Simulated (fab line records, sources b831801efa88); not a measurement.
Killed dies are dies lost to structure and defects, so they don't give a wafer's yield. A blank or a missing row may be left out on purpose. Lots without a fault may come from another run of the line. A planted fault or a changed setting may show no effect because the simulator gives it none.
fab line records | flow gf180mcu
record lots=5 wafers=15 last_day=33
route steps=602 shown MVSD@72 MVPSD@78 VT_IMPLANT@90
lots that met no fault: from a run of the same line without faults
start_h: hours from the record's first day to the start of the lot's first wafer shown | wait_h: hours since the lot's step before | " the same as in the row above | L1.1+2: a row that stands for several wafers | - no value, or no start given | * or withheld: withheld | < > ~ a bound
route shown NAME@n: a module of which the file shows steps, and the number in the route of the first | usual: mean/standard deviation of fault-free wafers | same: alike in all rows | chamber/n: place in a boat | sites: the reading at each site | _std_site: their standard deviation | _edge_site: outer sites' mean less inner sites' | radius_mm: how far each site lies from the wafer's centre | mask NAME#n: copy n | behind: the tool/chamber that last shaped the wafer | hold: why the lot was held/for how many hours/how that ended | device: the transistor (n, p or np) that didn't switch | end of line: the same wafers' tests at the end of the route | a step without rows: its recipe alone | killed: dies lost to structure and defects at the first sort, not the wafer's yield | map: a wafer's dies, x killed, . not, _ none there
set.NAME: the setting as run; set.NAME@STEP: as run at that earlier step | model.NAME: the simulator's own value behind a step, which no gauge read
lots at some steps of the route; a table a step, a row a wafer
services: from which hour (start_h, from the record's first day; less than 0 if before it) a tool's chamber was out of use, for how many hours, and why
## steps
# step GF_MVSD_DEVELOP_06
# recipe wall_angle_deg=90 develop_time_s=60 dev_temp_c=23
# usual resist_line_temp_C=23.00/0.1
# columns lot.wafer tool chamber start_h wait_h resist_line_temp_C
L078.2 litho_track-03 0 - - 22.99
L078.3 " 0 " " 23.03
L078.6 " 0 " " 22.97
L083.2 litho_track-03 0 - - 23.19
L083.5 " 0 " " 22.95
L083.6 " 0 " " 23.03
L084.2 litho_track-04 0 - - 22.96
L084.4 " 0 " " 22.98
L084.6 " 0 " " 22.93
L085.1 litho_track-03 0 - - 23.00
L085.2 " 0 " " 23.04
L085.4 " 0 " " 22.99
L094.3 litho_track-04 0 - - 22.99
L094.4 " 0 " " 22.90
L094.5 " 0 " " 23.06
# step GF_MVSD_OVL_MEAS_07
# usual MVSD_OVL=0.0/1.2
# columns lot.wafer tool chamber start_h wait_h MVSD_OVL[nm]
L078.2 overlay-02 - 105.05 - 0.1
L078.3 " - " " -1.4
L078.6 " - " " 0.7
L083.2 overlay-01 - 134.25 - -1.0
L083.5 " - " " -1.3
L083.6 " - " " -2.1
L084.2 overlay-02 - 141.44 - -1.9
L084.4 " - " " -2.0
L084.6 " - " " -1.9
L085.1 overlay-01 - 145.44 - -1.4
L085.2 " - " " 0.5
L085.4 " - " " -0.5
L094.3 overlay-02 - 195.89 - -0.3
L094.4 " - " " 0.2
L094.5 " - " " 2.3
# step GF_MVSD_IMPLANT_08
# recipe species=P energy_kev=400 dose_cm2=1.6e+13 tilt_deg=0
# usual faraday_current_uA=90.4/1.8
# columns lot.wafer tool chamber start_h wait_h faraday_current_uA
L078.2 implanter-03 0 105.10 0.0 90.6
L078.3 " 0 " " 91.6
L078.6 " 0 " " 87.8
L083.2 implanter-04 0 134.30 0.0 91.9
L083.5 " 0 " " 89.5
L083.6 " 0 " " 89.8
L084.2 implanter-04 0 141.49 0.0 89.0
L084.4 " 0 " " 89.8
L084.6 " 0 " " 91.7
L085.1 implanter-02 0 145.48 0.0 92.1
L085.2 " 0 " " 92.1
L085.4 " 0 " " 89.0
L094.3 implanter-02 0 195.97 0.1 92.7
L094.4 " 0 " " 87.6
L094.5 " 0 " " 90.2
# step GF_MVSD_IMPLANT_09
# recipe species=P energy_kev=101.6 dose_cm2=5e+12 tilt_deg=0
# usual faraday_current_uA=28.2/0.58
# columns lot.wafer tool chamber start_h wait_h faraday_current_uA
L078.2 implanter-03 0 105.25 0.1 28.1
L078.3 " 0 " " 29.6
L078.6 " 0 " " 27.6
L083.2 implanter-04 0 134.45 0.1 27.6
L083.5 " 0 " " 29.0
L083.6 " 0 " " 28.3
L084.2 implanter-04 0 141.64 0.1 27.2
L084.4 " 0 " " 28.5
L084.6 " 0 " " 29.1
L085.1 implanter-02 0 145.63 0.1 28.3
L085.2 " 0 " " 27.5
L085.4 " 0 " " 28.9
L094.3 implanter-02 0 196.12 0.1 28.4
L094.4 " 0 " " 28.5
L094.5 " 0 " " 28.5
# step GF_MVSD_STRIP_10
# recipe chemistry=O2/N2 power_w=1400 pressure_mtorr=1500 platen_temp_c=250 o2_flow_sccm=3000 n2_flow_sccm=300 overash_fraction=0.5
# usual drypump_motor_current_A=5.73/0.28 heater_power_w=349/23 oes_product_au=0.722/0.0041 platen_temp_c=250.01/0.17 strip_time_to_endpoint_s=36.97/0.11
# columns lot.wafer tool chamber start_h wait_h drypump_motor_current_A heater_power_w oes_product_au platen_temp_c rf_hours_counter_h strip_time_to_endpoint_s
L078.2 plasma_asher-04 0 105.38 0.1 6.17 353 0.714 250.23 43 37.12
L078.3 " 0 " " 6.19 355 0.718 250.14 - 37.06
L078.6 " 1 " " 5.82 378 0.719 250.19 - 37.16
L083.2 plasma_asher-01 0 134.58 0.1 5.79 374 0.728 249.96 46 36.87
L083.5 " 0 " " 5.82 376 0.720 249.58 - 36.96
L083.6 " 1 " " 5.29 341 0.722 249.88 - 36.91
L084.2 plasma_asher-03 0 141.77 0.1 5.47 327 0.730 250.16 37 37.03
L084.4 " 0 " " 5.49 322 0.716 249.84 - 36.96
L084.6 " 1 " " 5.84 323 0.720 250.26 - 36.95
L085.1 plasma_asher-01 1 145.78 0.1 5.28 334 0.722 249.82 47 37.02
L085.2 " 0 " " 5.79 376 0.725 250.10 47 37.15
L085.4 " 1 " " 5.27 344 0.728 249.96 - 36.96
L094.3 plasma_asher-01 0 196.25 0.1 5.78 376 0.728 249.61 - 36.75
L094.4 " 1 " " 5.30 346 0.727 250.04 - 36.84
L094.5 " 0 " " 5.78 362 0.714 250.22 - 36.80
# step GF_MVSD_TW_MEAS_11
# usual MVSD_TW=1584/8.7
# columns lot.wafer tool chamber start_h wait_h MVSD_TW
L078.2 film_metro-03 - 105.49 0.1 1581
L078.3 " - " " 1587
L078.6 " - " " 1589
L083.2 film_metro-01 - 134.69 0.1 1586
L083.5 " - " " 1573
L083.6 " - " " 1583
L084.2 film_metro-03 - 141.88 0.1 1590
L084.4 " - " " 1583
L084.6 " - " " 1593
L085.1 film_metro-01 - 145.88 0.1 1589
L085.2 " - " " 1585
L085.4 " - " " 1587
L094.3 film_metro-02 - 196.34 0.1 1579
L094.4 " - " " 1583
L094.5 " - " " 1582
# step GF_MVPSD_DEHYDRATE_00
# recipe temp_c=200 time_s=60
# usual resist_line_temp_C=22.97/0.11
# columns lot.wafer tool chamber start_h wait_h resist_line_temp_C
L078.2 litho_track-04 0 111.26 5.8 22.91
L078.3 " 0 " " 23.05
L078.6 " 0 " " 22.91
L083.2 litho_track-03 0 141.82 7.1 23.10
L083.5 " 0 " " 23.05
L083.6 " 0 " " 22.93
L084.2 litho_track-03 0 148.87 7.0 22.83
L084.4 " 0 " " 22.96
L084.6 " 0 " " 23.03
L085.1 litho_track-03 0 153.54 7.7 22.97
L085.2 " 0 " " 23.19
L085.4 " 0 " " 22.90
L094.3 litho_track-04 0 203.93 7.6 22.98
L094.4 " 0 " " 23.03
L094.5 " 0 " " 22.88
# step GF_MVPSD_HMDS_01
# recipe prime_time_s=60 prime_temp_c=120
# usual resist_line_temp_C=23.01/0.1
# columns lot.wafer tool chamber start_h wait_h resist_line_temp_C
L078.2 litho_track-04 0 111.41 0.1 22.83
L078.3 " 0 " " 22.86
L078.6 " 0 " " 22.82
L083.2 litho_track-03 0 141.97 0.1 23.18
L083.5 " 0 " " 22.94
L083.6 " 0 " " 22.87
L084.2 litho_track-03 0 149.02 0.1 23.01
L084.4 " 0 " " 23.04
L084.6 " 0 " " 22.99
L085.1 litho_track-03 0 153.69 0.1 23.06
L085.2 " 0 " " 23.13
L085.4 " 0 " " 23.07
L094.3 litho_track-04 0 204.08 0.1 23.02
L094.4 " 0 " " 22.89
L094.5 " 0 " " 22.83
# step GF_MVPSD_COAT_02
# recipe spin_rpm=1964 resist_thk_nm=3000
# usual resist_line_temp_C=23.03/0.11
# columns lot.wafer tool chamber start_h wait_h resist_line_temp_C
L078.2 litho_track-04 0 111.56 0.1 23.02
L078.3 " 0 " " 22.93
L078.6 " 0 " " 23.04
L083.2 litho_track-03 0 142.12 0.1 22.86
L083.5 " 0 " " 23.01
L083.6 " 0 " " 22.96
L084.2 litho_track-03 0 149.17 0.1 22.85
L084.4 " 0 " " 22.81
L084.6 " 0 " " 22.91
L085.1 litho_track-03 0 153.84 0.1 23.04
L085.2 " 0 " " 23.08
L085.4 " 0 " " 23.09
L094.3 litho_track-04 0 204.23 0.1 23.12
L094.4 " 0 " " 22.82
L094.5 " 0 " " 23.01
# step GF_MVPSD_SOFTBAKE_03
# recipe temp_c=110 time_s=withheld
# usual resist_line_temp_C=22.98/0.1
# columns lot.wafer tool chamber start_h wait_h resist_line_temp_C
L078.2 litho_track-04 0 111.71 0.1 22.86
L078.3 " 0 " " 22.88
L078.6 " 0 " " 22.96
L083.2 litho_track-03 0 142.27 0.1 22.97
L083.5 " 0 " " 23.13
L083.6 " 0 " " 23.02
L084.2 litho_track-03 0 149.32 0.1 23.08
L084.4 " 0 " " 22.85
L084.6 " 0 " " 22.90
L085.1 litho_track-03 0 153.99 0.1 23.05
L085.2 " 0 " " 22.80
L085.4 " 0 " " 22.96
L094.3 litho_track-04 0 204.40 0.1 23.26
L094.4 " 0 " " 23.11
L094.5 " 0 " " 23.24
# step GF_MVPSD_EXPOSE_04
# recipe mask_id=MVPSD target_cd_nm=1000 na=0.6 source_shape=conventional sigma_outer=0.6 dose_mj=260
# columns lot.wafer tool chamber start_h wait_h mask
L078.2+3+6 iline_stepper-02 0 - - MVPSD#0
L083.2+5+6 iline_stepper-01 0 - - MVPSD#0
L084.2+4+6 iline_stepper-02 0 - - MVPSD#0
L085.1+2+4 iline_stepper-02 0 - - MVPSD#0
L094.3+4+5 iline_stepper-02 0 - - MVPSD#0
# step GF_MVPSD_PEB_05
# recipe temp_c=115 time_s=withheld
# usual resist_line_temp_C=22.98/0.1
# columns lot.wafer tool chamber start_h wait_h resist_line_temp_C
L078.2 litho_track-03 0 - - 23.03
L078.3 " 0 " " 22.96
L078.6 " 0 " " 23.06
L083.2 litho_track-03 0 - - 23.00
L083.5 " 0 " " 22.97
L083.6 " 0 " " 22.92
L084.2 litho_track-02 0 - - 22.94
L084.4 " 0 " " 22.99
L084.6 " 0 " " 23.00
L085.1 litho_track-02 0 - - 23.02
L085.2 " 0 " " 23.02
L085.4 " 0 " " 23.08
L094.3 litho_track-02 0 - - 22.94
L094.4 " 0 " " 22.84
L094.5 " 0 " " 22.93
# step GF_MVPSD_DEVELOP_06
# recipe wall_angle_deg=90 develop_time_s=60 dev_temp_c=23
# usual resist_line_temp_C=23.00/0.11
# columns lot.wafer tool chamber start_h wait_h resist_line_temp_C
L078.2 litho_track-03 0 - - 23.27
L078.3 " 0 " " 23.25
L078.6 " 0 " " 23.12
L083.2 litho_track-03 0 - - 23.05
L083.5 " 0 " " 23.05
L083.6 " 0 " " 23.05
L084.2 litho_track-02 0 - - 23.12
L084.4 " 0 " " 23.09
L084.6 " 0 " " 23.03
L085.1 litho_track-02 0 - - 22.97
L085.2 " 0 " " 22.94
L085.4 " 0 " " 22.87
L094.3 litho_track-02 0 - - 23.15
L094.4 " 0 " " 23.02
L094.5 " 0 " " 23.02
# step GF_MVPSD_OVL_MEAS_07
# usual MVPSD_OVL=0.0/1.1
# columns lot.wafer tool chamber start_h wait_h MVPSD_OVL[nm]
L078.2 overlay-01 - 119.70 - 3.4
L078.3 " - " " 0.3
L078.6 " - " " -1.2
L083.2 overlay-01 - 150.20 - 1.1
L083.5 " - " " 0.9
L083.6 " - " " 0.6
L084.2 overlay-02 - 157.70 - 1.5
L084.4 " - " " -0.4
L084.6 " - " " -0.9
L085.1 overlay-01 - 161.15 - -0.7
L085.2 " - " " 0.7
L085.4 " - " " 1.5
L094.3 overlay-02 - 213.06 - -0.2
L094.4 " - " " 0.2
L094.5 " - " " -0.3
# step GF_MVPSD_IMPLANT_08
# recipe species=B energy_kev=170 dose_cm2=1.5e+13 tilt_deg=0
# usual faraday_current_uA=84.5/1.8
# columns lot.wafer tool chamber start_h wait_h faraday_current_uA
L078.2 implanter-03 0 119.75 0.0 86.0
L078.3 " 0 " " 84.9
L078.6 " 0 " " 85.3
L083.2 implanter-02 0 150.25 0.0 83.3
L083.5 " 0 " " 84.2
L083.6 " 0 " " 84.3
L084.2 implanter-03 0 157.76 0.0 86.7
L084.4 " 0 " " 85.2
L084.6 " 0 " " 85.7
L085.1 implanter-02 0 161.18 0.0 84.2
L085.2 " 0 " " 84.0
L085.4 " 0 " " 83.1
L094.3 implanter-01 0 213.13 0.1 86.1
L094.4 " 0 " " 82.6
L094.5 " 0 " " 82.3
# step GF_MVPSD_IMPLANT_09
# recipe species=B energy_kev=40 dose_cm2=5e+12 tilt_deg=0
# usual faraday_current_uA=28.2/0.53
# columns lot.wafer tool chamber start_h wait_h faraday_current_uA
L078.2 implanter-03 0 119.90 0.1 28.3
L078.3 " 0 " " 28.2
L078.6 " 0 " " 27.7
L083.2 implanter-02 0 150.40 0.1 28.1
L083.5 " 0 " " 27.3
L083.6 " 0 " " 28.6
L084.2 implanter-03 0 157.91 0.1 27.9
L084.4 " 0 " " 28.1
L084.6 " 0 " " 28.3
L085.1 implanter-02 0 161.33 0.1 28.4
L085.2 " 0 " " 28.5
L085.4 " 0 " " 28.1
L094.3 implanter-01 0 213.28 0.1 28.2
L094.4 " 0 " " 28.4
L094.5 " 0 " " 28.8
# step GF_MVPSD_STRIP_10
# recipe chemistry=O2/N2 power_w=1400 pressure_mtorr=1500 platen_temp_c=250 o2_flow_sccm=3000 n2_flow_sccm=300 overash_fraction=0.5
# usual drypump_motor_current_A=5.68/0.3 heater_power_w=344/23 oes_product_au=0.722/0.0044 platen_temp_c=249.99/0.18 strip_time_to_endpoint_s=37.27/0.11
# columns lot.wafer tool chamber start_h wait_h drypump_motor_current_A heater_power_w oes_product_au platen_temp_c rf_hours_counter_h strip_time_to_endpoint_s
L078.2 plasma_asher-01 0 120.03 0.1 5.85 371 0.718 249.74 44 37.26
L078.3 " 1 " " 5.28 338 0.724 250.14 - 37.25
L078.6 " 0 " " 5.81 371 0.730 249.89 - 37.31
L083.2 plasma_asher-01 0 150.53 0.1 5.79 370 0.717 249.87 48 37.33
L083.5 " 1 " " 5.28 340 0.720 250.15 - 37.36
L083.6 " 0 " " 5.82 368 0.725 250.24 - 37.14
L084.2 plasma_asher-02 0 158.03 0.1 6.19 375 0.721 249.84 4 37.32
L084.4 " 0 " " 6.15 379 0.716 250.08 - 37.26
L084.6 " 0 " " 6.15 373 0.713 250.39 - 37.24
L085.1 plasma_asher-01 0 161.48 0.1 5.80 375 0.714 249.77 49 37.08
L085.2 " 1 " " 5.29 339 0.728 250.06 49 37.15
L085.4 " 1 " " 5.30 337 0.727 250.03 - 37.13
L094.3 plasma_asher-01 0 213.42 0.1 5.79 381 0.728 250.15 - 37.07
L094.4 " 1 " " 5.28 343 0.722 249.68 - 36.98
L094.5 " 0 " " 5.81 375 0.719 250.08 - 36.97
# step GF_MVPSD_TW_MEAS_11
# usual MVPSD_TW=554/3
# columns lot.wafer tool chamber start_h wait_h MVPSD_TW
L078.2 film_metro-02 - 120.14 0.1 550
L078.3 " - " " 554
L078.6 " - " " 552
L083.2 film_metro-01 - 150.64 0.1 552
L083.5 " - " " 552
L083.6 " - " " 556
L084.2 film_metro-02 - 158.14 0.1 551
L084.4 " - " " 550
L084.6 " - " " 550
L085.1 film_metro-03 - 161.58 0.1 556
L085.2 " - " " 561
L085.4 " - " " 559
L094.3 film_metro-02 - 213.50 0.1 550
L094.4 " - " " 551
L094.5 " - " " 553
# step GF_VT_IMPLANT_DEHYDRATE_00
# recipe temp_c=200 time_s=60
# usual resist_line_temp_C=23.01/0.1
# columns lot.wafer tool chamber start_h wait_h resist_line_temp_C
L078.2 litho_track-01 0 126.93 6.8 23.09
L078.3 " 0 " " 22.83
L078.6 " 0 " " 22.84
L083.2 litho_track-04 0 157.66 7.0 22.95
L083.5 " 0 " " 23.00
L083.6 " 0 " " 22.78
L084.2 litho_track-04 0 164.81 6.7 23.09
L084.4 " 0 " " 23.04
L084.6 " 0 " " 22.90
L085.1 litho_track-02 0 168.70 7.1 22.93
L085.2 " 0 " " 22.82
L085.4 " 0 " " 23.03
L094.3 litho_track-01 0 221.96 8.4 22.85
L094.4 " 0 " " 22.96
L094.5 " 0 " " 22.87
# step GF_VT_IMPLANT_HMDS_01
# recipe prime_time_s=60 prime_temp_c=120
# usual resist_line_temp_C=23.01/0.11
# columns lot.wafer tool chamber start_h wait_h resist_line_temp_C
L078.2 litho_track-01 0 127.08 0.1 23.02
L078.3 " 0 " " 23.17
L078.6 " 0 " " 22.88
L083.2 litho_track-04 0 157.81 0.1 22.90
L083.5 " 0 " " 22.90
L083.6 " 0 " " 22.88
L084.2 litho_track-04 0 164.96 0.1 22.91
L084.4 " 0 " " 23.01
L084.6 " 0 " " 23.02
L085.1 litho_track-02 0 168.85 0.1 22.97
L085.2 " 0 " " 23.14
L085.4 " 0 " " 23.00
L094.3 litho_track-01 0 222.11 0.1 23.06
L094.4 " 0 " " 22.96
L094.5 " 0 " " 22.99
# step GF_VT_IMPLANT_COAT_02
# recipe resist=NOVOLAK spin_rpm=3000 resist_thk_nm=1000
# usual resist_line_temp_C=23.01/0.093
# columns lot.wafer tool chamber start_h wait_h resist_line_temp_C
L078.2 litho_track-01 0 127.23 0.1 22.86
L078.3 " 0 " " 22.94
L078.6 " 0 " " 22.93
L083.2 litho_track-04 0 157.96 0.1 22.86
L083.5 " 0 " " 22.97
L083.6 " 0 " " 22.92
L084.2 litho_track-04 0 165.11 0.1 23.04
L084.4 " 0 " " 22.87
L084.6 " 0 " " 22.92
L085.1 litho_track-02 0 169.00 0.1 22.99
L085.2 " 0 " " 22.99
L085.4 " 0 " " 23.21
L094.3 litho_track-01 0 222.26 0.1 23.00
L094.4 " 0 " " 23.16
L094.5 " 0 " " 23.18
# step GF_VT_IMPLANT_SOFTBAKE_03
# recipe temp_c=90 time_s=60 resist=NOVOLAK
# usual resist_line_temp_C=23.00/0.099
# columns lot.wafer tool chamber start_h wait_h resist_line_temp_C
L078.2 litho_track-01 0 127.38 0.1 22.93
L078.3 " 0 " " 23.03
L078.6 " 0 " " 23.20
L083.2 litho_track-04 0 158.11 0.1 22.93
L083.5 " 0 " " 23.05
L083.6 " 0 " " 22.95
L084.2 litho_track-04 0 165.26 0.1 23.05
L084.4 " 0 " " 22.96
L084.6 " 0 " " 22.95
L085.1 litho_track-02 0 169.15 0.1 22.99
L085.2 " 0 " " 22.96
L085.4 " 0 " " 23.09
L094.3 litho_track-01 0 222.41 0.1 23.03
L094.4 " 0 " " 23.09
L094.5 " 0 " " 22.99
# step GF_VT_IMPLANT_EXPOSE_04
# recipe mask_id=LVPWELL_LV_AREA target_cd_nm=600 na=0.6 source_shape=conventional sigma_outer=0.6 dose_mj=140
# columns lot.wafer tool chamber start_h wait_h mask
L078.2+3+6 iline_stepper-02 0 - - LVPWELL_LV_AREA#0
L083.2+5+6 iline_stepper-01 0 - - LVPWELL_LV_AREA#0
L084.2+4+6 iline_stepper-01 0 - - LVPWELL_LV_AREA#0
L085.1+2+4 iline_stepper-01 0 - - LVPWELL_LV_AREA#0
L094.3+4+5 iline_stepper-01 0 - - LVPWELL_LV_AREA#0
# step GF_VT_IMPLANT_PEB_05
# recipe temp_c=withheld time_s=* resist=NOVOLAK
# usual resist_line_temp_C=*
# columns lot.wafer tool chamber start_h wait_h resist_line_temp_C
L078.2 litho_track-02 0 - - *
L078.3 " 0 " " *
L078.6 " 0 " " *
L083.2 litho_track-02 0 - - *
L083.5 " 0 " " *
L083.6 " 0 " " *
L084.2 litho_track-01 0 - - *
L084.4 " 0 " " *
L084.6 " 0 " " *
L085.1 litho_track-02 0 - - *
L085.2 " 0 " " *
L085.4 " 0 " " *
L094.3 litho_track-01 0 - - *
L094.4 " 0 " " *
L094.5 " 0 " " *
# step GF_VT_IMPLANT_DEVELOP_06
# recipe develop_time_s=60 dev_temp_c=23
# usual resist_line_temp_C=23.00/0.11
# columns lot.wafer tool chamber start_h wait_h resist_line_temp_C
L078.2 litho_track-02 0 135.17 0.1 23.05
L078.3 " 0 " " 23.11
L078.6 " 0 " " 22.94
L083.2 litho_track-02 0 165.47 0.1 22.81
L083.5 " 0 " " 22.95
L083.6 " 0 " " 22.79
L084.2 litho_track-01 0 172.78 0.1 23.04
L084.4 " 0 " " 22.98
L084.6 " 0 " " 23.07
L085.1 litho_track-02 0 176.85 0.1 23.08
L085.2 " 0 " " 23.02
L085.4 " 0 " " 22.95
L094.3 litho_track-01 0 231.51 0.1 23.00
L094.4 " 0 " " 23.13
L094.5 " 0 " " 22.96
# step GF_VT_IMPLANT_OVL_MEAS_07
# usual VT_IMPLANT_OVL=0.1/1.4
# columns lot.wafer tool chamber start_h wait_h VT_IMPLANT_OVL[nm]
L078.2 overlay-02 - 135.30 0.1 1.2
L078.3 " - " " 1.1
L078.6 " - " " 0.1
L083.2 overlay-02 - 165.60 0.1 0.1
L083.5 " - " " 0.8
L083.6 " - " " 0.3
L084.2 overlay-02 - 172.91 0.1 0.5
L084.4 " - " " 0.8
L084.6 " - " " 0.7
L085.1 overlay-02 - 177.00 0.1 -3.2
L085.2 " - " " 0.3
L085.4 " - " " -2.4
L094.3 overlay-01 - 231.62 0.1 -0.7
L094.4 " - " " 0.5
L094.5 " - " " 0.2
# step GF_VT_IMPLANT_IMPLANT_08
# recipe species=BF2 energy_kev=20 dose_cm2=8.29e+12 tilt_deg=7
# usual faraday_current_uA=46.8/0.91
# columns lot.wafer tool chamber start_h wait_h faraday_current_uA
L078.2 implanter-04 0 135.36 0.0 46.1
L078.3 " 0 " " 46.7
L078.6 " 0 " " 45.1
L083.2 implanter-04 0 165.66 0.0 45.4
L083.5 " 0 " " 47.3
L083.6 " 0 " " 47.0
L084.2 implanter-02 0 172.97 0.0 47.3
L084.4 " 0 " " 45.1
L084.6 " 0 " " 47.2
L085.1 implanter-02 0 177.03 0.0 46.4
L085.2 " 0 " " 46.4
L085.4 " 0 " " 46.6
L094.3 implanter-02 0 231.69 0.1 46.1
L094.4 " 0 " " 48.1
L094.5 " 0 " " 46.6
# step GF_VT_IMPLANT_STRIP_09
# recipe chemistry=O2/N2 power_w=1400 pressure_mtorr=1500 platen_temp_c=250 o2_flow_sccm=3000 n2_flow_sccm=300 overash_fraction=0.5
# usual drypump_motor_current_A=5.95/0.22 heater_power_w=350/28 oes_product_au=0.715/0.0048 platen_temp_c=249.98/0.2 strip_time_to_endpoint_s=12.63/0.034
# columns lot.wafer tool chamber start_h wait_h drypump_motor_current_A heater_power_w oes_product_au platen_temp_c rf_hours_counter_h strip_time_to_endpoint_s
L078.2 plasma_asher-03 0 135.48 0.1 5.44 320 0.711 250.29 37 12.58
L078.3 " 1 " " 5.85 323 0.714 249.93 - 12.66
L078.6 " 0 " " 5.45 318 0.719 249.90 - 12.63
L083.2 plasma_asher-02 1 165.78 0.1 5.96 308 0.721 250.16 5 12.70
L083.5 " 0 " " 6.16 376 0.719 250.05 - 12.69
L083.6 " 1 " " 5.95 311 0.711 250.15 - 12.68
L084.2 plasma_asher-02 1 173.09 0.1 5.96 307 0.727 249.90 6 12.63
L084.4 " 0 " " 6.19 363 0.722 249.94 - 12.64
L084.6 " 1 " " 5.98 312 0.708 250.13 - 12.65
L085.1 plasma_asher-02 0 177.18 0.1 6.19 378 0.717 250.17 6 12.62
L085.2 " 1 " " 5.98 312 0.716 250.12 6 12.65
L085.4 " 1 " " 5.93 310 0.710 250.18 - 12.62
L094.3 plasma_asher-02 1 231.83 0.1 5.94 305 0.711 250.48 - 12.61
L094.4 " 0 " " 6.17 379 0.710 249.94 - 12.63
L094.5 " 1 " " 5.95 318 0.712 250.07 - 12.65
# step GF_VT_IMPLANT_TW_MEAS_10
# usual VT_IMPLANT_TW=565/4
# columns lot.wafer tool chamber start_h wait_h VT_IMPLANT_TW
L078.2 film_metro-03 - 135.59 0.1 566
L078.3 " - " " 566
L078.6 " - " " 568
L083.2 film_metro-01 - 165.89 0.1 567
L083.5 " - " " 567
L083.6 " - " " 563
L084.2 film_metro-03 - 173.20 0.1 576
L084.4 " - " " 572
L084.6 " - " " 570
L085.1 film_metro-04 - 177.28 0.1 562
L085.2 " - " " 564
L085.4 " - " " 565
L094.3 film_metro-04 - 231.91 0.1 558
L094.4 " - " " 563
L094.5 " - " " 562
# step GF_VT_IMPLANT_DEHYDRATE_11
# recipe temp_c=200 time_s=60
# usual resist_line_temp_C=23.01/0.11
# columns lot.wafer tool chamber start_h wait_h resist_line_temp_C
L078.2 litho_track-04 0 142.71 7.1 22.97
L078.3 " 0 " " 22.91
L078.6 " 0 " " 22.80
L083.2 litho_track-02 0 173.22 7.3 23.03
L083.5 " 0 " " 23.02
L083.6 " 0 " " 22.97
L084.2 litho_track-04 0 180.36 7.1 22.87
L084.4 " 0 " " 22.91
L084.6 " 0 " " 22.91
L085.1 litho_track-02 0 185.15 7.9 22.93
L085.2 " 0 " " 22.78
L085.4 " 0 " " 23.02
L094.3 litho_track-02 0 239.65 7.7 23.08
L094.4 " 0 " " 23.10
L094.5 " 0 " " 23.15
# step GF_VT_IMPLANT_HMDS_12
# recipe prime_time_s=60 prime_temp_c=120
# usual resist_line_temp_C=23.01/0.11
# columns lot.wafer tool chamber start_h wait_h resist_line_temp_C
L078.2 litho_track-04 0 142.86 0.1 23.16
L078.3 " 0 " " 23.12
L078.6 " 0 " " 23.22
L083.2 litho_track-02 0 173.37 0.1 22.85
L083.5 " 0 " " 22.77
L083.6 " 0 " " 23.10
L084.2 litho_track-04 0 180.51 0.1 22.93
L084.4 " 0 " " 22.98
L084.6 " 0 " " 23.03
L085.1 litho_track-02 0 185.30 0.1 22.97
L085.2 " 0 " " 23.03
L085.4 " 0 " " 22.92
L094.3 litho_track-02 0 239.80 0.1 23.07
L094.4 " 0 " " 23.18
L094.5 " 0 " " 23.07
# step GF_VT_IMPLANT_COAT_13
# recipe resist=NOVOLAK spin_rpm=3000 resist_thk_nm=1000
# usual resist_line_temp_C=22.99/0.12
# columns lot.wafer tool chamber start_h wait_h resist_line_temp_C
L078.2 litho_track-04 0 143.01 0.1 22.99
L078.3 " 0 " " 23.05
L078.6 " 0 " " 22.98
L083.2 litho_track-02 0 173.52 0.1 23.00
L083.5 " 0 " " 22.92
L083.6 " 0 " " 22.86
L084.2 litho_track-04 0 180.66 0.1 23.13
L084.4 " 0 " " 23.14
L084.6 " 0 " " 23.08
L085.1 litho_track-02 0 185.45 0.1 22.97
L085.2 " 0 " " 22.81
L085.4 " 0 " " 23.00
L094.3 litho_track-02 0 239.95 0.1 23.11
L094.4 " 0 " " 23.19
L094.5 " 0 " " 22.96
# step GF_VT_IMPLANT_SOFTBAKE_14
# recipe temp_c=90 time_s=60 resist=NOVOLAK
# usual resist_line_temp_C=22.99/0.11
# columns lot.wafer tool chamber start_h wait_h resist_line_temp_C
L078.2 litho_track-04 0 143.16 0.1 23.00
L078.3 " 0 " " 23.08
L078.6 " 0 " " 22.90
L083.2 litho_track-02 0 173.67 0.1 23.06
L083.5 " 0 " " 23.09
L083.6 " 0 " " 23.23
L084.2 litho_track-04 0 180.81 0.1 22.92
L084.4 " 0 " " 23.00
L084.6 " 0 " " 22.88
L085.1 litho_track-02 0 185.60 0.1 23.06
L085.2 " 0 " " 22.88
L085.4 " 0 " " 22.95
L094.3 litho_track-02 0 240.10 0.1 23.06
L094.4 " 0 " " 23.22
L094.5 " 0 " " 23.01
# step GF_VT_IMPLANT_EXPOSE_15
# recipe mask_id=Nwell_LV_AREA target_cd_nm=860 na=0.6 source_shape=conventional sigma_outer=0.6 dose_mj=140
# columns lot.wafer tool chamber start_h wait_h mask
L078.2+3+6 iline_stepper-02 0 - - Nwell_LV_AREA#0
L083.2+5+6 iline_stepper-02 0 - - Nwell_LV_AREA#0
L084.2+4+6 iline_stepper-01 0 - - Nwell_LV_AREA#0
L085.1+2+4 iline_stepper-02 0 - - Nwell_LV_AREA#0
L094.3+4+5 iline_stepper-01 0 - - Nwell_LV_AREA#0
# step GF_VT_IMPLANT_PEB_16
# recipe temp_c=withheld time_s=* resist=NOVOLAK
# usual resist_line_temp_C=*
# columns lot.wafer tool chamber start_h wait_h resist_line_temp_C
L078.2 litho_track-02 0 - - *
L078.3 " 0 " " *
L078.6 " 0 " " *
L083.2 litho_track-02 0 - - *
L083.5 " 0 " " *
L083.6 " 0 " " *
L084.2 litho_track-04 0 - - *
L084.4 " 0 " " *
L084.6 " 0 " " *
L085.1 litho_track-01 0 - - *
L085.2 " 0 " " *
L085.4 " 0 " " *
L094.3 litho_track-01 0 - - *
L094.4 " 0 " " *
L094.5 " 0 " " *
## services
# columns tool chamber start_h hours kind
iline_stepper-01 - 89.74 0.6 repair
iline_stepper-01 - 90.31 1.7 pm
plasma_asher-01 - 96.67 2.3 repair
iline_stepper-02 - 102.14 4.4 pm
plasma_asher-02 - 108.75 9.0 pm
plasma_asher-02 0 108.75 9.0 vent_cycle
implanter-04 - 118.58 3.7 repair
implanter-01 - 127.35 1.6 repair
iline_stepper-02 - 140.36 1.7 repair
iline_stepper-02 - 144.37 1.7 pm
implanter-03 - 145.47 0.9 repair
implanter-03 - 149.76 4.3 pm
plasma_asher-03 - 163.02 3.9 repair
implanter-04 - 175.29 3.1 pm
plasma_asher-03 - 180.40 1.0 repair
plasma_asher-02 - 186.07 4.1 repair
implanter-02 - 197.50 3.3 pm
implanter-04 - 203.67 1.3 pm
implanter-02 - 205.51 3.9 repair
implanter-03 - 206.74 3.2 repair
implanter-02 - 209.22 5.0 repair
implanter-03 - 216.44 4.4 pm
implanter-01 - 224.95 18.6 pm
litho_track-04 - 245.76 - consumable_replace:filter
## key
fault none
